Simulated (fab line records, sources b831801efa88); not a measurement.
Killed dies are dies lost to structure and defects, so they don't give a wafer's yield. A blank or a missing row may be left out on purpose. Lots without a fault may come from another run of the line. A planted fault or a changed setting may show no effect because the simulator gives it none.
fab line records | flow sky130
record lots=5 wafers=15 last_day=49
route steps=708 shown FIELD_ISO@15 NWELL@32 DNWELL@35 PWDE@45
lots that met no fault: from a run of the same line without faults
start_h: hours from the record's first day to the start of the lot's first wafer shown | wait_h: hours since the lot's step before | " the same as in the row above | L1.1+2: a row that stands for several wafers | - no value, or no start given | * or withheld: withheld | < > ~ a bound
route shown NAME@n: a module of which the file shows steps, and the number in the route of the first | usual: mean/standard deviation of fault-free wafers | same: alike in all rows | chamber/n: place in a boat | sites: the reading at each site | _std_site: their standard deviation | _edge_site: outer sites' mean less inner sites' | radius_mm: how far each site lies from the wafer's centre | mask NAME#n: copy n | behind: the tool/chamber that last shaped the wafer | hold: why the lot was held/for how many hours/how that ended | device: the transistor (n, p or np) that didn't switch | end of line: the same wafers' tests at the end of the route | a step without rows: its recipe alone | killed: dies lost to structure and defects at the first sort, not the wafer's yield | map: a wafer's dies, x killed, . not, _ none there
set.NAME: the setting as run; set.NAME@STEP: as run at that earlier step | model.NAME: the simulator's own value behind a step, which no gauge read
lots at some steps of the route; a table a step, a row a wafer
services: from which hour (start_h, from the record's first day; less than 0 if before it) a tool's chamber was out of use, for how many hours, and why
## steps
# step SKY_FIELD_ISO_ETCH_14
# recipe chemistry=N2/H2 target=BARC ion_energy_ev=200 source_w=500 bias_w=100 pressure_mtorr=30 n2_flow_sccm=100 h2_flow_sccm=200 stop_on=SiO2 time_s=45.9 target_depth_a=600
# usual chamber_pressure_mTorr=30.003/0.026 drypump_motor_current_A=5.6/0.39 oes_product_au=0.854/0.0049 throttle_valve_pct=13.224/0.0087
# same time_s=45.9
# columns lot.wafer tool chamber start_h wait_h chamber_pressure_mTorr drypump_motor_current_A oes_product_au rf_hours_counter_h throttle_valve_pct
L076.1 rie_diel-01 3 38.13 0.1 30.012 5.8 0.859 52 13.213
L076.2 " 1 " " 29.982 5.8 0.862 5 13.213
L076.3 " 2 " " 30.035 5.8 0.856 63 13.228
L081.2 rie_diel-03 3 66.83 0.1 30.002 5.9 0.853 135 13.231
L081.3 " 2 " " 30.009 5.5 0.851 3 13.222
L081.5 " 2 " " 30.018 5.5 0.852 - 13.224
L083.1 rie_diel-03 3 78.13 0.1 30.036 5.9 0.859 135 13.215
L083.4 " 2 " " 29.993 5.5 0.855 3 13.222
L083.6 " 0 " " 30.023 5.3 0.856 - 13.215
L085.4 rie_diel-03 1 86.18 0.0 29.958 5.0 0.863 125 13.232
L085.5 " 1 " " 29.995 5.0 0.860 - 13.228
L085.6 " 0 " " 30.011 5.3 0.851 - 13.225
L090.2 rie_diel-02 1 114.06 0.1 29.991 5.3 0.856 95 13.221
L090.4 " 2 " " 29.986 5.5 0.850 3 13.213
L090.5 " 3 " " 30.060 5.2 0.859 - 13.228
# step SKY_FIELD_ISO_ETCH_15
# recipe chemistry=CHF3/O2 target_depth_nm=180 stop_on=Si source_w=600 bias_w=200 pressure_mtorr=40 chf3_flow_sccm=50 O2_flow_sccm=5 time_s=72
# usual chamber_pressure_mTorr=40.00/0.034 drypump_motor_current_A=5.6/0.39 oes_product_au=0.945/0.0067 throttle_valve_pct=8.844/0.0089
# same time_s=72
# columns lot.wafer tool chamber start_h wait_h chamber_pressure_mTorr drypump_motor_current_A oes_product_au rf_hours_counter_h throttle_valve_pct
L076.1 rie_diel-01 3 38.17 0.0 39.96 5.8 0.946 52 8.829
L076.2 " 1 " " 39.97 5.7 0.941 5 8.850
L076.3 " 2 " " 40.03 5.8 0.942 63 8.836
L081.2 rie_diel-03 3 66.87 0.0 39.98 5.9 0.941 135 8.850
L081.3 " 2 " " 39.95 5.5 0.935 3 8.830
L081.5 " 2 " " 39.94 5.5 0.940 - 8.833
L083.1 rie_diel-03 3 78.17 0.0 40.01 5.9 0.949 135 8.845
L083.4 " 2 " " 40.04 5.5 0.936 3 8.832
L083.6 " 0 " " 40.01 5.3 0.942 - 8.843
L085.4 rie_diel-03 1 86.22 0.0 40.00 5.1 0.948 125 8.874
L085.5 " 1 " " 40.00 5.0 0.948 - 8.837
L085.6 " 0 " " 39.93 5.2 0.953 - 8.841
L090.2 rie_diel-02 1 114.10 0.0 40.01 5.2 0.952 95 8.847
L090.4 " 2 " " 40.00 5.5 0.945 3 8.850
L090.5 " 3 " " 40.04 5.2 0.941 - 8.852
# step SKY_FIELD_ISO_STRIP_16
# recipe chemistry=O2/N2 power_w=1400 pressure_mtorr=1500 platen_temp_c=withheld o2_flow_sccm=3000 n2_flow_sccm=300 overash_fraction=0.5
# usual chamber_pressure_mTorr=1500.0/1.5 drypump_motor_current_A=5.6/0.62 oes_product_au=0.377/0.0052 strip_time_to_endpoint_s=3.53/0.05
# columns lot.wafer tool chamber start_h wait_h chamber_pressure_mTorr drypump_motor_current_A oes_product_au rf_hours_counter_h strip_time_to_endpoint_s
L076.1 plasma_asher-01 0 38.22 0.0 1500.3 6.4 0.372 34 3.51
L076.2 " 1 " " 1499.1 5.6 0.376 34 3.53
L076.3 " 0 " " 1500.6 6.4 0.386 - 3.60
L081.2 plasma_asher-02 0 66.92 0.0 1499.2 4.9 0.372 40 3.50
L081.3 " 0 " " 1498.7 4.9 0.376 - 3.45
L081.5 " 1 " " 1501.1 5.4 0.371 - 3.46
L083.1 plasma_asher-02 0 78.22 0.0 1500.4 4.9 0.375 41 3.56
L083.4 " 1 " " 1500.1 5.4 0.386 - 3.49
L083.6 " 1 " " 1499.5 5.4 0.384 - 3.56
L085.4 plasma_asher-03 0 86.31 0.1 1500.3 4.9 0.378 - 3.62
L085.5 " 1 " " 1498.2 6.3 0.386 - 3.59
L085.6 " 0 " " 1499.4 4.9 0.379 - 3.57
L090.2 plasma_asher-01 0 114.16 0.0 1501.1 6.3 0.371 42 3.46
L090.4 " 0 " " 1500.0 6.4 0.380 - 3.48
L090.5 " 0 " " 1498.7 6.4 0.375 - 3.52
# step SKY_FIELD_ISO_ETCH_17
# recipe target_depth_a=3420 mask_material=Si3N4 chemistry=HBr/Cl2/O2 target=Si taper_deg=5 icp_w=600 bias_w=150 pressure_mtorr=15 HBr_flow_sccm=150 Cl2_flow_sccm=40 O2_flow_sccm=6 time_s=97.7
# usual chamber_pressure_mTorr=15.001/0.013 drypump_motor_current_A=5.8/0.49 oes_product_au=1.000/0.014 throttle_valve_pct=25.656/0.011
# same time_s=97.7
# columns lot.wafer tool chamber start_h wait_h chamber_pressure_mTorr drypump_motor_current_A oes_product_au rf_hours_counter_h throttle_valve_pct
L076.1 rie_si-01 2 38.32 0.1 15.022 6.7 0.983 60 25.663
L076.2 " 1 " " 14.994 5.5 0.987 142 25.654
L076.3 " 0 " " 15.005 5.9 0.980 23 25.659
L081.2 rie_si-02 3 67.02 0.1 15.004 5.9 1.016 135 25.639
L081.3 " 1 " " 15.013 4.9 0.989 82 25.651
L081.5 " 3 " " 15.007 5.9 1.010 - 25.650
L083.1 rie_si-01 1 78.32 0.1 14.967 5.6 0.996 142 25.650
L083.4 " 0 " " 15.007 5.9 0.992 23 25.650
L083.6 " 1 " " 14.990 5.6 1.001 - 25.641
L085.4 rie_si-02 0 86.37 0.0 15.019 5.6 0.995 0 25.651
L085.5 " 1 " " 15.020 4.8 1.002 - 25.664
L085.6 " 0 " " 14.996 5.6 0.995 - 25.660
L090.2 rie_si-02 2 114.26 0.1 14.977 5.7 1.021 73 25.635
L090.4 " 3 " " 15.005 5.9 1.007 136 25.654
L090.5 " 3 " " 15.017 5.9 1.021 - 25.643
# step SKY_FIELD_ISO_WET_ETCH_18
# recipe chemistry=H3PO4 target_depth_nm=25 temp_c=160 target=Si3N4 time_s=286
# same time_s=286
# columns lot.wafer tool chamber start_h wait_h
L076.1+2+3 wet_bench-01 3 38.40 0.0
L081.2+3+5 wet_bench-02 2 67.10 0.0
L083.1+4+6 wet_bench-01 2 78.39 0.0
L085.4+5+6 wet_bench-04 2 86.44 0.0
L090.2+4+5 wet_bench-04 3 114.33 0.0
# step SKY_FIELD_ISO_CLEAN_19
# recipe chemistry=SC1/SC2 mix=1:4:20 temp_c=70 time_s=150
# same time_s=150
# columns lot.wafer tool chamber start_h wait_h
L076.1+2+3 wet_bench-04 1 38.48 0.0
L081.2+3+5 wet_bench-04 0 67.18 0.0
L083.1+4+6 wet_bench-04 2 78.48 0.0
L085.4+5+6 wet_bench-02 3 86.54 0.0
L090.2+4+5 wet_bench-01 2 114.42 0.0
# step SKY_FIELD_ISO_CLEAN_20
# recipe chemistry=dHF time_s=20 dilution=100:1
# same time_s=20
# columns lot.wafer tool chamber start_h wait_h
L076.1+2+3 wet_bench-01 1 38.53 0.0
L081.2+3+5 wet_bench-02 3 67.28 0.0
L083.1+4+6 wet_bench-02 0 78.53 0.0
L085.4+5+6 wet_bench-01 2 86.60 0.0
L090.2+4+5 wet_bench-04 1 114.47 0.0
# step SKY_FIELD_ISO_WET_ETCH_21
# recipe chemistry=dHF dilution=100:1 target_depth_nm=20 dry=ipa_marangoni target=SiO2 temp_c=25 time_s=400
# same time_s=400
# columns lot.wafer tool chamber start_h wait_h
L076.1+2+3 wet_bench-04 2 38.55 0.0
L081.2+3+5 wet_bench-04 2 67.30 0.0
L083.1+4+6 wet_bench-01 0 78.55 0.0
L085.4+5+6 wet_bench-04 0 86.61 0.0
L090.2+4+5 wet_bench-01 1 114.48 0.0
# step SKY_FIELD_ISO_OXIDATION_22
# recipe temp_c=950 ambient=O2 stabilise_s=600 purge_s=300 target_thk_a=100 ox_time_s=623
# usual zone_power_centre_pct=24/4
# columns lot.wafer tool chamber start_h wait_h zone_power_centre_pct
L076.1 furnace-02 0 45.14 6.5 21
L076.2 " 0 " " 21
L076.3 " 0 " " 21
L081.2 furnace-01 0 67.90 0.4 29
L081.3 " 0 " " 29
L081.5 " 0 " " 29
L083.1 furnace-01 0 80.33 1.7 29
L083.4 " 0 " " 29
L083.6 " 0 " " 28
L085.4 furnace-01 0 88.40 1.7 29
L085.5 " 0 " " 29
L085.6 " 0 " " 29
L090.2 furnace-02 0 114.62 0.0 21
L090.4 " 0 " " 21
L090.5 " 0 " " 21
# step SKY_FIELD_ISO_THK_MEAS_23
# recipe reads=SiO2_of_FIELD_ISO_OXIDATION_22
# usual FIELD_ISO_OXIDATION_01_THK=9.91/0.18
# columns lot.wafer tool chamber start_h wait_h FIELD_ISO_OXIDATION_01_THK[nm]
L076.1 film_metro-01 - 46.31 0.0 10.09
L076.2 " - " " 9.88
L076.3 " - " " 10.09
L081.2 film_metro-01 - 69.08 0.0 9.90
L081.3 " - " " 10.13
L081.5 " - " " 9.86
L083.1 film_metro-03 - 81.50 0.0 9.96
L083.4 " - " " 10.19
L083.6 " - " " 10.15
L085.4 film_metro-04 - 89.68 0.1 9.64
L085.5 " - " " 9.64
L085.6 " - " " 9.72
L090.2 film_metro-01 - 115.80 0.0 9.61
L090.4 " - " " 9.65
L090.5 " - " " 9.60
# step SKY_FIELD_ISO_CVD_24
# recipe material=SiO2 target_thk_nm=595 temp_c=650 sigma_open_frac=0.3 time_s=99.2 sih4_flow_sccm=60 pressure_mtorr=6
# same time_s=99.2
# columns lot.wafer tool chamber start_h wait_h
L076.1+2+3 hdpcvd-01 0,1,2 46.37 0.1
L081.2+3+5 hdpcvd-01 1,2,0 69.13 0.0
L083.1+4+6 hdpcvd-01 1,1,0 81.56 0.1
L085.4+5+6 hdpcvd-02 1,2,0 89.75 0.1
L090.2+4+5 hdpcvd-01 0,1,0 115.85 0.0
# step SKY_FIELD_ISO_THK_MEAS_25
# recipe reads=SiO2_of_FIELD_ISO_CVD_24
# usual FIELD_ISO_CVD_24_THK=591/12
# columns lot.wafer tool chamber start_h wait_h FIELD_ISO_CVD_24_THK[nm]
L076.1 film_metro-01 - 46.44 0.0 599
L076.2 " - " " 582
L076.3 " - " " 608
L081.2 film_metro-04 - 69.21 0.0 584
L081.3 " - " " 612
L081.5 " - " " 590
L083.1 film_metro-04 - 81.64 0.0 579
L083.4 " - " " 586
L083.6 " - " " 593
L085.4 film_metro-01 - 89.81 0.0 588
L085.5 " - " " 586
L085.6 " - " " 592
L090.2 film_metro-04 - 115.93 0.0 582
L090.4 " - " " 571
L090.5 " - " " 575
# step SKY_FIELD_ISO_ANNEAL_26
# recipe temp_c=1000 time_s=1800 ambient=N2
# usual zone_power_centre_pct=28/4.5
# same time_s=1800
# columns lot.wafer tool chamber start_h wait_h zone_power_centre_pct
L076.1 furnace-01 0 53.11 6.7 32
L076.2 " 0 " " 33
L076.3 " 0 " " 32
L081.2 furnace-01 0 70.57 1.3 33
L081.3 " 0 " " 32
L081.5 " 0 " " 32
L083.1 furnace-02 0 83.61 2.0 23
L083.4 " 0 " " 23
L083.6 " 0 " " 23
L085.4 furnace-02 0 90.86 1.0 23
L085.5 " 0 " " 23
L085.6 " 0 " " 23
L090.2 furnace-02 0 117.30 1.4 23
L090.4 " 0 " " 23
L090.5 " 0 " " 23
# step SKY_FIELD_ISO_CMP_27
# recipe stop_on=Si3N4 t_overpolish_s=16 down_force_psi=4 platen_rpm=60 target_thk_nm=457.8 pad_velocity_m_s=0.94248
# usual motor_current_A=11.3/0.67 overpolish_run_s=16.001/0.0093 time_to_endpoint_s=111/6
# columns lot.wafer tool chamber start_h wait_h motor_current_A overpolish_run_s time_to_endpoint_s
L076.3 cmp-02 2 54.66 0.1 11.5 15.995 96
L076.1 " 3 " " 11.2 15.997 114
L076.2 " 0 " " 11.3 16.005 106
L081.3 cmp-02 0 72.07 0.0 11.1 16.010 119
L081.2 " 1 " " 12.6 15.993 109
L081.5 " 0 " " 11.2 15.992 113
L083.1 cmp-02 3 85.16 0.1 11.8 15.996 113
L083.4 " 0 " " 11.4 16.013 114
L083.6 " 2 " " 11.6 15.995 95
L085.4 cmp-02 2 92.52 0.2 11.0 15.989 98
L085.5 " 3 " " 12.3 16.003 118
L085.6 " 0 " " 11.3 16.013 117
L090.2 cmp-01 3 118.80 0.0 10.5 15.993 107
L090.4 " 2 " " 10.5 15.996 105
L090.5 " 3 " " 10.7 15.996 110
# step SKY_FIELD_ISO_WET_ETCH_28
# recipe chemistry=dHF target_depth_nm=23.7 target=SiO2 dilution=10:1 temp_c=25 time_s=47
# same time_s=47
# columns lot.wafer tool chamber start_h wait_h
L076.1+2+3 wet_bench-02 3 54.91 0.1
L081.2+3+5 wet_bench-02 2 72.37 0.2
L083.1+4+6 wet_bench-01 3 85.41 0.2
L085.4+5+6 wet_bench-02 1 92.69 0.1
L090.2+4+5 wet_bench-02 0 119.10 0.2
# step SKY_FIELD_ISO_WET_ETCH_29
# recipe chemistry=H3PO4 target_depth_nm=160 target=Si3N4 temp_c=160 time_s=1825
# same time_s=1825
# columns lot.wafer tool chamber start_h wait_h
L076.1+2+3 wet_bench-04 2 54.93 0.0
L081.2+3+5 wet_bench-04 3 72.39 0.0
L083.1+4+6 wet_bench-02 1 85.43 0.0
L085.4+5+6 wet_bench-01 2 92.71 0.0
L090.2+4+5 wet_bench-01 0 119.13 0.0
# step SKY_FIELD_ISO_WET_ETCH_30
# recipe chemistry=dHF target_depth_nm=25 target=SiO2 dilution=10:1 temp_c=25 time_s=50
# same time_s=50
# columns lot.wafer tool chamber start_h wait_h
L076.1+2+3 wet_bench-01 0 55.50 0.0
L081.2+3+5 wet_bench-01 0 72.91 0.0
L083.1+4+6 wet_bench-04 2 86.00 0.0
L085.4+5+6 wet_bench-02 3 93.22 0.0
L090.2+4+5 wet_bench-02 3 119.64 0.0
# step SKY_NWELL_CLEAN_00
# recipe chemistry=SC1/SC2 mix=1:4:20 temp_c=70 time_s=150 dry=n2_spin
# same time_s=150
# columns lot.wafer tool chamber start_h wait_h
L076.1+2+3 wet_bench-02 3 55.52 0.0
L081.2+3+5 wet_bench-04 3 72.93 0.0
L083.1+4+6 wet_bench-02 3 86.02 0.0
L085.4+5+6 wet_bench-01 2 93.25 0.0
L090.2+4+5 wet_bench-01 0 119.66 0.0
# step SKY_NWELL_OXIDATION_01
# recipe temp_c=900 ambient=O2 stabilise_s=600 purge_s=300 target_thk_a=100 ox_time_s=1418
# usual zone_power_centre_pct=22/3.6
# columns lot.wafer tool chamber start_h wait_h zone_power_centre_pct
L076.1 furnace-02 0 57.93 2.4 18
L076.2 " 0 " " 18
L076.3 " 0 " " 18
L081.2 furnace-01 0 73.42 0.4 26
L081.3 " 0 " " 25
L081.5 " 0 " " 25
L083.1 furnace-01 0 87.01 0.9 25
L083.4 " 0 " " 26
L083.6 " 0 " " 25
L085.4 furnace-01 0 93.67 0.4 25
L085.5 " 0 " " 26
L085.6 " 0 " " 25
L090.2 furnace-02 0 120.33 0.6 18
L090.4 " 0 " " 18
L090.5 " 0 " " 18
# step SKY_NWELL_THK_MEAS_02
# recipe reads=SiO2_of_NWELL_OXIDATION_01
# usual NWELL_OXIDATION_THK=9.92/0.16
# columns lot.wafer tool chamber start_h wait_h NWELL_OXIDATION_THK[nm]
L076.1 film_metro-04 - 59.33 0.0 10.12
L076.2 " - " " 10.04
L076.3 " - " " 10.03
L081.2 film_metro-04 - 74.82 0.0 10.06
L081.3 " - " " 9.96
L081.5 " - " " 9.93
L083.1 film_metro-02 - 88.40 0.0 10.01
L083.4 " - " " 10.09
L083.6 " - " " 10.21
L085.4 film_metro-04 - 95.09 0.0 10.00
L085.5 " - " " 9.93
L085.6 " - " " 9.76
L090.2 film_metro-03 - 121.74 0.0 9.73
L090.4 " - " " 9.60
L090.5 " - " " 9.78
# step SKY_DNWELL_DEHYDRATE_00
# recipe temp_c=200 time_s=60
# same time_s=60
# columns lot.wafer tool chamber start_h wait_h
L076.1+2+3 litho_track-01 0 67.28 7.9
L081.2+3+5 litho_track-02 0 82.34 7.5
L083.1+4+6 litho_track-03 0 95.74 7.3
L085.4+5+6 litho_track-03 0 103.71 8.6
L090.2+4+5 litho_track-02 0 130.74 9.0
# step SKY_DNWELL_HMDS_01
# recipe prime_time_s=60 prime_temp_c=120
# columns lot.wafer tool chamber start_h wait_h
L076.1+2+3 litho_track-01 0 67.43 0.1
L081.2+3+5 litho_track-02 0 82.49 0.1
L083.1+4+6 litho_track-03 0 95.89 0.1
L085.4+5+6 litho_track-03 0 103.86 0.1
L090.2+4+5 litho_track-02 0 130.89 0.1
# step SKY_DNWELL_COAT_02
# recipe spin_rpm=2000 resist_thk_nm=3000
# columns lot.wafer tool chamber start_h wait_h
L076.1+2+3 litho_track-01 0 67.58 0.1
L081.2+3+5 litho_track-02 0 82.64 0.1
L083.1+4+6 litho_track-03 0 96.04 0.1
L085.4+5+6 litho_track-03 0 104.01 0.1
L090.2+4+5 litho_track-02 0 131.04 0.1
# step SKY_DNWELL_SOFTBAKE_03
# recipe temp_c=110 time_s=withheld
# columns lot.wafer tool chamber start_h wait_h
L076.1+2+3 litho_track-01 0 67.73 0.1
L081.2+3+5 litho_track-02 0 82.80 0.1
L083.1+4+6 litho_track-03 0 96.19 0.1
L085.4+5+6 litho_track-03 0 104.19 0.1
L090.2+4+5 litho_track-02 0 131.20 0.1
# step SKY_DNWELL_EXPOSE_04
# recipe mask_id=DNM na=0.57 target_cd_nm=3000 dose_mj=222
# usual exposure_dose_mJ_cm2=221.99/0.22
# columns lot.wafer tool chamber start_h wait_h mask exposure_dose_mJ_cm2
L076.1 iline_stepper-02 0 - - DNM#0 222.01
L076.2 " 0 " " DNM#0 221.97
L076.3 " 0 " " DNM#0 221.79
L081.2 iline_stepper-02 0 - - DNM#0 222.29
L081.3 " 0 " " DNM#0 222.42
L081.5 " 0 " " DNM#0 222.22
L083.1 iline_stepper-02 0 - - DNM#0 221.76
L083.4 " 0 " " DNM#0 222.20
L083.6 " 0 " " DNM#0 221.84
L085.4 iline_stepper-02 0 - - DNM#0 221.95
L085.5 " 0 " " DNM#0 222.22
L085.6 " 0 " " DNM#0 222.24
L090.2 iline_stepper-02 0 - - DNM#0 221.79
L090.4 " 0 " " DNM#0 221.49
L090.5 " 0 " " DNM#0 221.50
# step SKY_DNWELL_PEB_05
# recipe temp_c=115 time_s=withheld
# columns lot.wafer tool chamber start_h wait_h
L076.1+2+3 litho_track-01 0 - -
L081.2+3+5 litho_track-03 0 - -
L083.1+4+6 litho_track-01 0 - -
L085.4+5+6 litho_track-01 0 - -
L090.2+4+5 litho_track-03 0 - -
# step SKY_DNWELL_DEVELOP_06
# recipe wall_angle_deg=90 developer=TMAH develop_time_s=60 dev_temp_c=23
# usual developer_temp_C=23.02/0.11
# columns lot.wafer tool chamber start_h wait_h developer_temp_C
L076.1 litho_track-01 0 - - 22.89
L076.2 " 0 " " 22.96
L076.3 " 0 " " 22.95
L081.2 litho_track-03 0 - - 22.93
L081.3 " 0 " " 22.74
L081.5 " 0 " " 23.11
L083.1 litho_track-01 0 - - 23.00
L083.4 " 0 " " 23.01
L083.6 " 0 " " 22.99
L085.4 litho_track-01 0 - - 23.15
L085.5 " 0 " " 23.00
L085.6 " 0 " " 23.06
L090.2 litho_track-03 0 - - 22.98
L090.4 " 0 " " 23.10
L090.5 " 0 " " 23.11
# step SKY_DNWELL_IMPLANT_07
# recipe species=P energy_kev=withheld dose_cm2=withheld tilt_deg=withheld
# columns lot.wafer tool chamber start_h wait_h
L076.1+2+3 implanter-01 0 76.13 -
L081.2+3+5 implanter-03 0 91.31 -
L083.1+4+6 implanter-03 0 106.08 -
L085.4+5+6 implanter-01 0 113.71 -
L090.2+4+5 implanter-04 0 141.26 -
# step SKY_DNWELL_STRIP_08
# recipe chemistry=O2/N2 power_w=1400 pressure_mtorr=1500 platen_temp_c=withheld o2_flow_sccm=3000 n2_flow_sccm=300 overash_fraction=0.5
# usual chamber_pressure_mTorr=1499.9/1.4 drypump_motor_current_A=5.8/0.56 oes_product_au=0.723/0.0044 strip_time_to_endpoint_s=36.95/0.097
# columns lot.wafer tool chamber start_h wait_h chamber_pressure_mTorr drypump_motor_current_A oes_product_au rf_hours_counter_h strip_time_to_endpoint_s
L076.1 plasma_asher-03 1 76.28 0.1 1499.5 6.3 0.719 41 37.01
L076.2 " 0 " " 1502.1 4.9 0.722 41 36.97
L076.3 " 0 " " 1500.3 4.9 0.724 - 36.88
L081.2 plasma_asher-01 1 91.44 0.1 1500.1 5.6 0.719 39 36.90
L081.3 " 1 " " 1497.7 5.6 0.718 - 36.88
L081.5 " 0 " " 1500.3 6.4 0.729 - 36.85
L083.1 plasma_asher-03 0 106.23 0.1 1499.7 4.9 0.726 44 37.05
L083.4 " 0 " " 1499.2 4.9 0.724 - 36.99
L083.6 " 0 " " 1500.9 4.9 0.722 - 37.01
L085.4 plasma_asher-01 0 113.81 0.1 1500.4 6.4 0.725 - 36.98
L085.5 " 0 " " 1500.3 6.4 0.710 - 36.86
L085.6 " 1 " " 1502.3 5.6 0.723 - 36.97
L090.2 plasma_asher-03 0 141.39 0.1 1500.2 4.9 0.722 2 36.92
L090.4 " 0 " " 1498.5 4.9 0.721 - 36.84
L090.5 " 0 " " 1500.7 4.9 0.726 - 36.97
# step SKY_DNWELL_TW_MEAS_09
# usual DNWELL_TW=1113/11
# columns lot.wafer tool chamber start_h wait_h DNWELL_TW
L076.1 film_metro-02 - 76.38 0.1 1108
L076.2 " - " " 1106
L076.3 " - " " 1102
L081.2 film_metro-02 - 91.55 0.1 1106
L081.3 " - " " 1103
L081.5 " - " " 1107
L083.1 film_metro-04 - 106.33 0.1 1117
L083.4 " - " " 1116
L083.6 " - " " 1115
L085.4 film_metro-04 - 113.91 0.1 1109
L085.5 " - " " 1111
L085.6 " - " " 1112
L090.2 film_metro-03 - 141.50 0.1 1128
L090.4 " - " " 1123
L090.5 " - " " 1126
# step SKY_PWDE_DEHYDRATE_00
# recipe temp_c=200 time_s=60
# same time_s=60
# columns lot.wafer tool chamber start_h wait_h
L076.1+2+3 litho_track-02 0 84.47 8.1
L081.2+3+5 litho_track-02 0 99.74 8.2
L083.1+4+6 litho_track-01 0 114.58 8.2
L085.4+5+6 litho_track-01 0 122.71 8.8
L090.2+4+5 litho_track-04 0 150.43 8.9
# step SKY_PWDE_HMDS_01
# recipe prime_time_s=60 prime_temp_c=120
# columns lot.wafer tool chamber start_h wait_h
L076.1+2+3 litho_track-02 0 84.62 0.1
L081.2+3+5 litho_track-02 0 99.89 0.1
L083.1+4+6 litho_track-01 0 114.73 0.1
L085.4+5+6 litho_track-01 0 122.86 0.1
L090.2+4+5 litho_track-04 0 150.58 0.1
# step SKY_PWDE_COAT_02
# recipe spin_rpm=2000 resist_thk_nm=3000
# columns lot.wafer tool chamber start_h wait_h
L076.1+2+3 litho_track-02 0 84.77 0.1
L081.2+3+5 litho_track-02 0 100.04 0.1
L083.1+4+6 litho_track-01 0 114.88 0.1
L085.4+5+6 litho_track-01 0 123.01 0.1
L090.2+4+5 litho_track-04 0 150.73 0.1
# step SKY_PWDE_SOFTBAKE_03
# recipe temp_c=110 time_s=withheld
# columns lot.wafer tool chamber start_h wait_h
L076.1+2+3 litho_track-02 0 84.92 0.1
L081.2+3+5 litho_track-02 0 100.20 0.1
L083.1+4+6 litho_track-01 0 115.03 0.1
L085.4+5+6 litho_track-01 0 123.18 0.1
L090.2+4+5 litho_track-04 0 150.89 0.1
# step SKY_PWDE_EXPOSE_04
# recipe mask_id=PWDEM na=0.6 source_shape=conventional sigma_outer=0.6 polarization=unpolarized target_cd_nm=840 dose_mj=214
# usual exposure_dose_mJ_cm2=214.05/0.17
# columns lot.wafer tool chamber start_h wait_h mask exposure_dose_mJ_cm2
L076.1 iline_stepper-01 0 - - PWDEM#0 213.71
L076.2 " 0 " " PWDEM#0 213.85
L076.3 " 0 " " PWDEM#0 213.94
L081.2 iline_stepper-02 0 - - PWDEM#0 214.03
L081.3 " 0 " " PWDEM#0 214.18
L081.5 " 0 " " PWDEM#0 214.09
L083.1 iline_stepper-01 0 - - PWDEM#0 214.07
L083.4 " 0 " " PWDEM#0 214.15
L083.6 " 0 " " PWDEM#0 213.97
L085.4 iline_stepper-02 0 - - PWDEM#0 214.16
L085.5 " 0 " " PWDEM#0 214.03
L085.6 " 0 " " PWDEM#0 213.92
L090.2 iline_stepper-02 0 - - PWDEM#0 213.94
L090.4 " 0 " " PWDEM#0 214.18
L090.5 " 0 " " PWDEM#0 214.23
# step SKY_PWDE_PEB_05
# recipe temp_c=115 time_s=withheld
# columns lot.wafer tool chamber start_h wait_h
L076.1+2+3 litho_track-01 0 - -
L081.2+3+5 litho_track-01 0 - -
L083.1+4+6 litho_track-01 0 - -
L085.4+5+6 litho_track-02 0 - -
L090.2+4+5 litho_track-04 0 - -
# step SKY_PWDE_DEVELOP_06
# recipe wall_angle_deg=90 developer=TMAH develop_time_s=60 dev_temp_c=23
# usual developer_temp_C=23.02/0.1
# columns lot.wafer tool chamber start_h wait_h developer_temp_C
L076.1 litho_track-01 0 - - 23.05
L076.2 " 0 " " 23.08
L076.3 " 0 " " 23.06
L081.2 litho_track-01 0 - - 22.91
L081.3 " 0 " " 22.92
L081.5 " 0 " " 22.98
L083.1 litho_track-01 0 - - 22.93
L083.4 " 0 " " 22.96
L083.6 " 0 " " 23.03
L085.4 litho_track-02 0 - - 23.05
L085.5 " 0 " " 23.15
L085.6 " 0 " " 23.07
L090.2 litho_track-04 0 - - 23.09
L090.4 " 0 " " 23.02
L090.5 " 0 " " 23.01
# step SKY_PWDE_OVL_MEAS_07
# usual PWDE_OVL=-0.4/1.3
# columns lot.wafer tool chamber start_h wait_h PWDE_OVL[nm]
L076.1 overlay-02 - 93.38 - 0.8
L076.2 " - " " -0.6
L076.3 " - " " -1.6
L081.2 overlay-01 - 109.29 - -0.1
L081.3 " - " " -0.3
L081.5 " - " " -0.6
L083.1 overlay-02 - 124.83 - -1.5
L083.4 " - " " -1.6
L083.6 " - " " -1.7
L085.4 overlay-01 - 132.98 - -3.1
L085.5 " - " " -2.7
L085.6 " - " " -2.4
L090.2 overlay-01 - 161.01 - -0.1
L090.4 " - " " 1.3
L090.5 " - " " 0.1
# step SKY_PWDE_IMPLANT_08
# recipe species=B energy_kev=150 dose_cm2=3.6e+12 tilt_deg=withheld
# usual beam_energy_keV=149.99/0.044 faraday_current_uA=20.3/0.38
# columns lot.wafer tool chamber start_h wait_h beam_energy_keV faraday_current_uA
L076.1 implanter-03 0 93.42 0.0 149.95 20.1
L076.2 " 0 " " 149.99 19.7
L076.3 " 0 " " 150.03 20.0
L081.2 implanter-02 0 109.34 0.0 149.95 19.8
L081.3 " 0 " " 149.99 20.2
L081.5 " 0 " " 150.00 20.2
L083.1 implanter-03 0 124.87 0.0 150.02 20.2
L083.4 " 0 " " 150.02 20.4
L083.6 " 0 " " 150.02 19.6
L085.4 implanter-03 0 133.08 0.1 149.95 20.5
L085.5 " 0 " " 149.97 20.0
L085.6 " 0 " " 149.97 19.9
L090.2 implanter-02 0 161.07 0.0 149.98 19.6
L090.4 " 0 " " 149.96 20.3
L090.5 " 0 " " 150.06 20.9
## services
# columns tool chamber start_h hours kind
rie_diel-01 1 18.14 4.7 repair
furnace-01 - 22.94 9.4 repair
cmp-02 - 36.23 12.7 pm
implanter-02 - 46.40 3.6 repair
rie_diel-01 2 52.23 9.1 repair
cmp-02 - 64.00 4.0 pm
cmp-02 - 76.79 2.0 repair
furnace-02 - 76.87 4.1 pm
wet_bench-01 - 82.27 3.0 repair
iline_stepper-02 - 88.02 1.7 pm
cmp-02 - 95.32 1.0 repair
hdpcvd-01 1 98.32 9.4 repair
plasma_asher-03 - 108.75 9.0 pm
plasma_asher-03 - 110.28 3.5 repair
cmp-02 - 115.73 11.2 repair
hdpcvd-01 1 122.76 7.8 repair
cmp-02 - 126.92 4.9 pm
implanter-03 - 127.09 0.7 repair
furnace-01 - 133.13 3.6 pm
cmp-02 - 135.76 0.4 repair
iline_stepper-02 - 140.05 8.9 pm
iline_stepper-02 - 148.94 2.1 pm
rie_diel-03 0 154.99 15.1 repair
furnace-01 - 159.00 3.3 pm
## key
fault none
